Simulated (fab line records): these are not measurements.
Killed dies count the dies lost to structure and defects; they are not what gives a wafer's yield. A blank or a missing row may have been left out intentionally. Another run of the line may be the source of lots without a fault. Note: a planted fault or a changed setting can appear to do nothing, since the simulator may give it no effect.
What tool caused it? + flow gf180mcu + 12 lots with 36 wafers sampled at 2 steps, on a route of 602 steps

## WHAT EACH GAUGE READ, for each wafer
GF_VT_IMPLANT_RS_MEAS_49: the measuring method here is four-point-probe. Usual: MVPSD_RS typically reads 1180.2 ohm/sq, with standard deviation 2.7.
| lot  | measured     | on           | MVPSD_RS (ohm/sq)    | flag |
|------|--------------|--------------|----------------------|------|
| L951 | day 7 12:05  | filmMetro-02 | 1178.8 1178.5 1178.7 |      |
| L952 | day 7 20:08  | filmMetro-03 | 1180.9 1182.5 1180.2 |      |
| L953 | day 8 03:51  | filmMetro-03 | 1185.1 1183.3 1179.6 |      |
| L954 | day 8 09:55  | filmMetro-01 | 1176.8 1177.3 1176.7 |      |
| L958 | day 9 14:14  | filmMetro-01 | 1178.1 1175.7 1178.1 |      |
| L959 | day 9 20:50  | filmMetro-03 | 1178.3 1178.0 1179.3 |      |
| L960 | day 10 06:25 | filmMetro-02 | 1182.4 1182.1 1180.0 |      |
| L962 | day 10 16:47 | filmMetro-03 | 1179.6 1178.6 1179.5 |      |
| L966 | day 11 18:56 | filmMetro-03 | 1181.7 1179.4 1182.3 |      |
| L971 | day 13 03:59 | filmMetro-01 | 1183.6 1183.2 1184.0 |      |
| L972 | day 13 13:38 | filmMetro-03 | 1176.2 1176.8 1175.2 |      |
| L974 | day 14 01:01 | filmMetro-01 | 1178.1 1180.1 1179.8 |      |

## EACH LOT AND THE TOOL THAT RAN IT (in order: tool; ch and the chambers of the sampled wafers; start)
| lot  | GF_STI_CMP_25                |
|------|------------------------------|
| L951 | cmp-02 ch 0,1,3, day 2 04:08 |
| L952 | cmp-02 ch 0,1,3, day 2 08:43 |
| L953 | cmp-02 ch 0,1, day 2 13:14   |
| L954 | cmp-01 ch 1,2,3, day 2 20:16 |
| L958 | cmp-01 ch 0,1, day 3 15:58   |
| L959 | cmp-02 ch 1,2, day 3 20:52   |
| L960 | cmp-02 ch 0,1,2, day 4 02:08 |
| L962 | cmp-01 ch 1,2,3, day 4 13:14 |
| L966 | cmp-02 ch 0,1,3, day 5 08:39 |
| L971 | cmp-02 ch 0,1,3, day 6 11:14 |
| L972 | cmp-02 ch 0,1,2, day 6 17:55 |
| L974 | cmp-02 ch 0,1,3, day 7 02:52 |
- GF_STI_CMP_25: polishes, stops on Si3N4, t overpolish 33 s, target thk 524.6 nm.

## AS READ BY THE TOOLS THEMSELVES (means over the sampled wafers that have a number; for cases with no such wafer, the mark the record gives instead)
GF_STI_CMP_25. Usual: motorCurrentA 12.3 A, standard deviation 0.69; overpolishRunS 32.999 s, standard deviation 0.0074; timeToEndpointS 123 s, standard deviation 5.2.
| lot  | tool   | motorCurrentA (A) | overpolishRunS (s) | timeToEndpointS (s) | flag |
|------|--------|-------------------|--------------------|---------------------|------|
| L951 | cmp-02 | 12.4              | 33.007             | 132                 |      |
| L952 | cmp-02 | 12.6              | 32.994             | 127                 |      |
| L953 | cmp-02 | 12.2              | 32.993             | 129                 |      |
| L954 | cmp-01 | 11.8              | 32.995             | 121                 |      |
| L958 | cmp-01 | 12.3              | 32.987             | 122                 |      |
| L959 | cmp-02 | 12.5              | 32.997             | 123                 |      |
| L960 | cmp-02 | 12.6              | 33.003             | 124                 |      |
| L962 | cmp-01 | 12.0              | 32.997             | 120                 |      |
| L966 | cmp-02 | 12.3              | 33.002             | 133                 |      |
| L971 | cmp-02 | 12.3              | 33.003             | 127                 |      |
| L972 | cmp-02 | 12.3              | 33.003             | 122                 |      |
| L974 | cmp-02 | 12.6              | 33.006             | 124                 |      |

## THE ANSWER, worked out from the rows above alone
Rule: take the mean of a lot's wafers that have a number; if it is more than 3 standard deviations from the usual mean, the lot is off. Also off: a lot with no number at a reading for which 4 or more lots have one. All remaining lots with rows at the step are treated as sound. After the gauges, taken in route order, come the tools' own readings; for these a lot's mean is taken, as printed above. At the first step where some lot is off, the reading lying furthest off is the one used; lots without a number count as furthest.
No lot is off at any reading shown: from this, nothing can be told.

## WHAT WAS PUT IN BY THE SIMULATOR
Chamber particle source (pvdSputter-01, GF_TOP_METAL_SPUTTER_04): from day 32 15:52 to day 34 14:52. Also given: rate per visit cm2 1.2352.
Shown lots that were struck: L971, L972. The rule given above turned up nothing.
